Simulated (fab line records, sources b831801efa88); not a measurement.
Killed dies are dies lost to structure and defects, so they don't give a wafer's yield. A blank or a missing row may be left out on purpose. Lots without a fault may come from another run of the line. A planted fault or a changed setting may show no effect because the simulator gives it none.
Which tool did it? | flow sky130 | 12 lots, 36 wafers sampled, at 5 steps of a route of 708

WHAT THE GAUGES READ, wafer by wafer
SKY_NWELL_OVL_MEAS_10.
lot  | measured    | on         | NWELL_00_OVL (nm)
L180 | day 4 09:06 | overlay-01 | 1.9 1.2 1.4
L181 | day 5 07:27 | overlay-02 | -0.9 0.5 0.0
L184 | day 5 13:23 | overlay-02 | -1.0 -1.6 -0.4
L185 | day 5 17:57 | overlay-01 | 0.3 0.1 0.3
L186 | day 6 00:17 | overlay-01 | -113.2 -112.7 -112.5
L187 | day 6 06:00 | overlay-01 | -113.7 -113.8 -115.6
L188 | day 6 10:14 | overlay-02 | 0.3 -0.8 -0.2
L189 | day 6 17:09 | overlay-02 | -112.2 -111.8 -112.2
L190 | day 6 21:41 | overlay-02 | -115.2 -112.3 -113.1
L196 | day 9 00:02 | overlay-02 | -2.3 -1.2 -2.6
L198 | day 9 08:32 | overlay-02 | -0.6 0.4 0.1
L199 | day 9 07:47 | overlay-02 | 1.0 1.9 1.0

SKY_VT_ADJUST_HVTP_TW_MEAS_11.
lot  | measured     | on            | VT_ADJUST_HVTP_TW
L180 | day 5 22:22  | film_metro-04 | 1375 1371 1364
L181 | day 6 19:25  | film_metro-04 | 1373 1368 1370
L184 | day 7 03:14  | film_metro-03 | 1339 1339 1345
L185 | day 7 08:21  | film_metro-04 | 1376 1371 1368
L186 | day 7 14:27  | film_metro-04 | 1374 1365 1365
L187 | day 7 19:57  | film_metro-03 | 1344 1349 1345
L188 | day 8 02:56  | film_metro-02 | 1373 1371 1367
L189 | day 8 11:31  | film_metro-04 | 1383 1387 1383
L190 | day 8 15:26  | film_metro-04 | 1372 1379 1375
L196 | day 10 20:42 | film_metro-03 | 1345 1347 1339
L198 | day 11 06:29 | film_metro-04 | 1366 1360 1372
L199 | day 11 03:35 | film_metro-04 | 1368 1370 1367

WHICH TOOL RAN EACH LOT (tool, then ch and the chambers of the sampled wafers, then the start)
lot  | SKY_FIELD_ISO_ETCH_17           | SKY_DNWELL_STRIP_08                 | SKY_NWELL_EXPOSE_07
L180 | rie_si-02 ch 0,1,2, day 2 05:01 | plasma_asher-02 ch 0,1, day 3 01:20 | iline_stepper-02 ch 0, day 4 01:05
L181 | rie_si-01 ch 0,1,2, day 2 14:49 | plasma_asher-02 ch 0,1, day 3 19:37 | iline_stepper-01 ch 0, day 4 22:24
L184 | rie_si-01 ch 1,2,3, day 3 00:31 | plasma_asher-02 ch 0,1, day 4 00:56 | iline_stepper-01 ch 0, day 5 04:05
L185 | rie_si-01 ch 0,1,2, day 3 05:10 | plasma_asher-02 ch 0,1, day 4 05:50 | iline_stepper-01 ch 0, day 5 08:46
L186 | rie_si-02 ch 1,2,3, day 3 13:28 | plasma_asher-02 ch 0,1, day 4 13:14 | iline_stepper-01 ch 0, day 5 16:44
L187 | rie_si-01 ch 0,1,3, day 3 18:31 | plasma_asher-02 ch 0,1, day 4 17:26 | iline_stepper-01 ch 0, day 5 21:11
L188 | rie_si-02 ch 0,3, day 3 22:46   | plasma_asher-02 ch 0,1, day 4 22:38 | iline_stepper-02 ch 0, day 6 01:04
L189 | rie_si-01 ch 1,3, day 4 03:43   | plasma_asher-02 ch 0,1, day 5 05:04 | iline_stepper-01 ch 0, day 6 09:07
L190 | rie_si-01 ch 0,3, day 4 10:55   | plasma_asher-04 ch 0, day 5 10:59   | iline_stepper-01 ch 0, day 6 13:11
L196 | rie_si-02 ch 1,2, day 5 16:31   | plasma_asher-02 ch 0,1, day 7 07:23 | iline_stepper-02 ch 0, day 8 13:35
L198 | rie_si-02 ch 1,2, day 6 02:19   | plasma_asher-02 ch 1, day 7 14:23   | iline_stepper-02 ch 0, day 8 22:01
L199 | rie_si-01 ch 0,1, day 6 08:49   | plasma_asher-02 ch 0,1, day 7 14:08 | iline_stepper-02 ch 0, day 8 21:13
- SKY_FIELD_ISO_ETCH_17: etches Si in HBr/Cl2/O2, target depth 342 nm, time 97.7 s.
- SKY_DNWELL_STRIP_08: strips in O2/N2.
- SKY_NWELL_EXPOSE_07: exposes mask NWM, target cd 840 nm.

WHAT THE TOOLS THEMSELVES READ (means of the sampled wafers that have a number; where no wafer has one, the mark that the record gives instead)
SKY_FIELD_ISO_ETCH_17.
lot  | tool      | drypump_motor_current_A (A) | oes_product_au (a.u.) | throttle_valve_pct (%)
L180 | rie_si-02 | 5.3                         | 1.004                 | 25.652
L181 | rie_si-01 | 5.4                         | 1.003                 | 25.660
L184 | rie_si-01 | 5.9                         | 1.013                 | 25.650
L185 | rie_si-01 | 5.4                         | 0.993                 | 25.656
L186 | rie_si-02 | 5.6                         | 1.011                 | 25.655
L187 | rie_si-01 | 5.7                         | 1.000                 | 25.656
L188 | rie_si-02 | 5.5                         | 0.993                 | 25.664
L189 | rie_si-01 | 6.0                         | 1.000                 | 25.654
L190 | rie_si-01 | 5.9                         | 1.001                 | 25.656
L196 | rie_si-02 | 5.4                         | 1.009                 | 25.651
L198 | rie_si-02 | 5.6                         | 1.008                 | 25.647
L199 | rie_si-01 | 5.3                         | 0.999                 | 25.653

SKY_DNWELL_STRIP_08.
lot  | tool            | drypump_motor_current_A (A) | oes_product_au (a.u.) | strip_time_to_endpoint_s (s)
L180 | plasma_asher-02 | 5.3                         | 0.726                 | 36.89
L181 | plasma_asher-02 | 5.4                         | 0.719                 | 36.94
L184 | plasma_asher-02 | 5.3                         | 0.720                 | 37.09
L185 | plasma_asher-02 | 5.4                         | 0.723                 | 36.98
L186 | plasma_asher-02 | 5.3                         | 0.720                 | 36.88
L187 | plasma_asher-02 | 5.3                         | 0.722                 | 36.92
L188 | plasma_asher-02 | 5.4                         | 0.727                 | 36.76
L189 | plasma_asher-02 | 5.4                         | 0.720                 | 37.06
L190 | plasma_asher-04 | 6.3                         | 0.725                 | 36.89
L196 | plasma_asher-02 | 5.4                         | 0.721                 | 36.93
L198 | plasma_asher-02 | 5.1                         | 0.722                 | 36.97
L199 | plasma_asher-02 | 5.4                         | 0.720                 | 36.85

THE ANSWER, worked out from the rows above alone
Rule: what is usual is taken from the lots themselves. Put in order of their means at a reading, lots are off if they are a third of the lots or fewer, leave a main group of 4 or more, and stand apart from it by a gap of 3 or more times the standard deviation of the main group's means; of several such gaps the widest counts. A main group whose means are all the same, to the digits that the tables above print for the reading, isn't used. A lot without any number at a reading at which 4 lots or more have one is off too. The other lots that the step has rows for count as sound. The gauges are gone through in route order, then the tools' own readings, and for those a lot's mean is taken as printed above. The first step at which some lot is off is used, and at that step the reading that is off furthest; a lot without a number counts as furthest.
Off: L186, L187, L189, L190, at SKY_NWELL_OVL_MEAS_10 (NWELL_00_OVL). The main group: mean -0.0 nm, standard deviation 1.1.
A tool fits if, at a process step before that reading, it ran every lot that is off, and no sound lot after the first of them. The gauges at SKY_NWELL_OVL_MEAS_10 are tried like those tools. One fits: iline_stepper-01 at SKY_NWELL_EXPOSE_07. Its last sound lot is L185 (day 5 08:46), its first lot that is off L186 (day 5 16:44): a fault that began between those two fits.

WHAT THE SIMULATOR HAD PUT IN
Scanner matching overlay: iline_stepper-01, from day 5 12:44 on, at SKY_NWELL_EXPOSE_07. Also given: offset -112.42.
Lots struck among those shown: L186, L187, L189, L190. The rule above found the same.
